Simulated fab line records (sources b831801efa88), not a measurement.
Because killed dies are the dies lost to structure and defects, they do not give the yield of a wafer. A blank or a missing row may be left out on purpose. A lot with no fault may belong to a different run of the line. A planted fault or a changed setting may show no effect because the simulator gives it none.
A struck lot beside a sound one || flow gf180mcu || 38 out of 602 route steps
Sound: wafers L878.1, L878.4, L878.5. Wafers struck: L889.2, L889.4, L889.6. Last of all comes the cause.
For every step that has rows: the tool of each side, followed by ch and its chambers, followed by its first start. Under that, the readings that differ: sound wafers || struck wafers || difference of the means || sigmas: that difference in standard deviations of wafers without a fault.
alike: readings with means less than 2 such deviations apart, plus words and numbers identical on both sides. not compared: withheld readings, readings lacking a value on some wafer, bounds such as >300 that could conceal the same value, and numbers that have no deviation in the record and whose values overlap.
A row with sigmas, a row that says differs or no value, or rows on one side alone: a step with any of these is where the two part. When numbers do not overlap yet have no deviation, they are printed without sigmas and do not part them. A reading that every wafer of one side lacks parts them only if that side has two wafers or more.

first, 1 step without rows for these wafers: GF_SALICIDE_WET_ETCH_01 (etches SiO2 in dHF, target depth 5 nm, time 100 s).
GF_SALICIDE_SPUTTER_02: material Co, target thk 10 nm, time 20 s.
  struck on pvd-sputter-02, day 21 18:17; sound on pvd-sputter-02, day 17 10:42
  alike: throttle-valve-pct
then, 1 step without rows for these wafers: GF_SALICIDE_SPUTTER_03 (material TiN, target thk 20 nm, time 16.7 s).
GF_SALICIDE_RS_MEAS_04: uses a four-point probe to measure.
  struck on film-metro-04, day 21 18:22; sound on film-metro-02, day 17 10:46
  alike: SALICIDE_TIN_RS
GF_SALICIDE_THK_MEAS_05: measures by xrf.
  struck on film-metro-04, day 21 18:28; sound on film-metro-02, day 17 10:53
  alike: SALICIDE_TIN_THK
then, 2 steps without rows for these wafers: GF_SALICIDE_RTA_06 (time 30 s); GF_SALICIDE_WET_ETCH_07 (etches the open film in SPM, target depth 120 nm).
GF_SALICIDE_RTA_08: time 30 s.
  sound on rtp-anneal-02 ch 0, day 17 11:08; struck on rtp-anneal-02 ch 0, day 21 18:44
  alike: lamp-power-pct, wafer_temp_C_max
then, 1 step without rows for these wafers: GF_CONTACT_CVD_00 (deposits SiO2, target thk 300 nm, time 50 s).
GF_CONTACT_THK_MEAS_01:
  struck on film-metro-01, day 21 18:52; sound on film-metro-04, day 17 11:16
  alike: CONTACT_CVD_00_THK
then, 1 step without rows for these wafers: GF_CONTACT_CVD_02 (deposits SiO2 from TEOS, target thk 860 nm, time 95.992 s).
GF_CONTACT_THK_MEAS_03:
  struck on film-metro-01, day 21 18:59; sound on film-metro-01, day 17 11:24
  alike: CONTACT_CVD_02_THK
GF_CONTACT_CMP_04: polishes SiO2.
  sound on cmp-01 ch 1,3, day 17 11:31; struck on cmp-01 ch 1,2,3, day 21 19:08
{"reading": "time-to-endpoint-s (s)", "sound": "105 118 118", "struck": "129 138 127", "difference": "+18", "sigmas": "+3"}
{"reading": "model.SiO2_of_CONTACT_CVD_02.thk-nm (nm)", "sound": "560.2 562.4 561.9", "struck": "506.2 505.2 503.9", "difference": -56.4, "sigmas": ""}
  alike: head-pressure-psi, motor-current-A, platen-rpm
GF_CONTACT_BOW_MEAS_05:
  struck on film-metro-03, day 21 19:22; sound on film-metro-03, day 17 11:46
  alike: CONTACT_BOW
then, 8 steps without rows for these wafers: GF_CONTACT_DEHYDRATE_06 (time 60 s); GF_CONTACT_HMDS_07 (prime time 60 s); GF_CONTACT_COAT_08; GF_CONTACT_COAT_09 (resist thk 1000 nm); GF_CONTACT_SOFTBAKE_10 (time 60 s); GF_CONTACT_EXPOSE_11 (exposes mask Contact, target cd 220 nm); GF_CONTACT_PEB_12 (peb time 90 s); GF_CONTACT_DEVELOP_13 (develop time 60 s).
GF_CONTACT_CD_MEAS_14: the cd target is 220 nm.
  struck on cd-sem-02, day 22 19:11; sound on cd-sem-01, day 18 11:17
  alike: cd-nm
GF_CONTACT_OVL_MEAS_15:
  struck on overlay-01, day 22 19:17; sound on overlay-01, day 18 11:25
  alike: CONTACT_OVL
then, 1 step without rows for these wafers: GF_CONTACT_ETCH_16 (etches BARC in N2/H2).
GF_CONTACT_ETCH_17: etches SiO2 in C4F8/O2/Ar, stops on CoSi2, target depth 860 nm.
  sound on rie-diel-04 ch 0,1,2; struck on rie-diel-04 ch 0,3
{"reading": "oes-product-au (a.u.)", "sound": "0.812 0.825 0.817", "struck": "0.789 0.793 0.783", "difference": -0.030, "sigmas": -7}
{"reading": "model.CONTACT.feature-depth-nm (nm)", "sound": "861.8 862.9 863.1", "struck": "806.8 808.1 801.7", "difference": -57.1, "sigmas": ""}
{"reading": "model.etch.depth-nm (nm)", "sound": "861.8 862.9 863.1", "struck": "806.8 808.1 801.7", "difference": -57.1, "sigmas": ""}
  alike: chamber-pressure-mTorr
then, 4 steps without rows for these wafers: GF_CONTACT_STRIP_18 (strips in O2/N2); GF_CONTACT_CLEAN_19 (cleans in SPM); GF_CONTACT_CLEAN_20 (cleans in DIW); GF_CONTACT_CLEAN_21 (cleans in dHF, time 20 s).
GF_CONTACT_SPUTTER_22: material Ti, target thk 15 nm, time 80.02 s.
  struck on pvd-sputter-04, day 22 19:48; sound on pvd-sputter-02, day 18 11:55
  alike: throttle-valve-pct
GF_CONTACT_SPUTTER_23: material TiN, target thk 10 nm, time 40 s.
  struck on pvd-sputter-04, day 22 19:52; sound on pvd-sputter-02, day 18 11:58
  alike: throttle-valve-pct
then, 1 step without rows for these wafers: GF_CONTACT_CVD_24 (deposits W, target thk 300 nm, time 90.339 s).
GF_CONTACT_RS_MEAS_25: uses a four-point probe to measure.
  struck on film-metro-01, day 22 20:01; sound on film-metro-01, day 18 12:07
  alike: CONTACT_W_RS
GF_CONTACT_THK_MEAS_26: measures by xrf.
  struck on film-metro-01, day 22 20:08; sound on film-metro-01, day 18 12:14
  alike: CONTACT_W_THK
GF_CONTACT_CMP_27: polishes, stops on SiO2, t overpolish 15 s, target thk 0 nm.
  sound on cmp-02 ch 0,2,3, day 18 12:21; struck on cmp-01 ch 0,2,3, day 22 20:11
{"reading": "model.SiO2_of_CONTACT_CVD_02.thk-nm (nm)", "sound": "553.4 555.6 555.2", "struck": "499.4 498.4 497.2", "difference": -56.4, "sigmas": ""}
  alike: head-pressure-psi, motor-current-A, platen-rpm
GF_M1_SPUTTER_00: material Ti, target thk 37.5 nm, time 150 s.
  struck on pvd-sputter-01, day 22 20:29; sound on pvd-sputter-04, day 18 12:36
  alike: throttle-valve-pct
GF_PASSIVATION_PROBE_99:
  the record holds rows for the sound wafers here (prober-02, day 31 01:26) but none for the struck ones

WHERE THEY PART
At GF_CONTACT_CMP_04 first; at GF_PASSIVATION_PROBE_99 last (within this record only).

WHY: what had been put in by the simulator
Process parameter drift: cmp-01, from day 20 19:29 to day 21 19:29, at GF_CONTACT_CMP_04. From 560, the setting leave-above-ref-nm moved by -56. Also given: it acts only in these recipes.
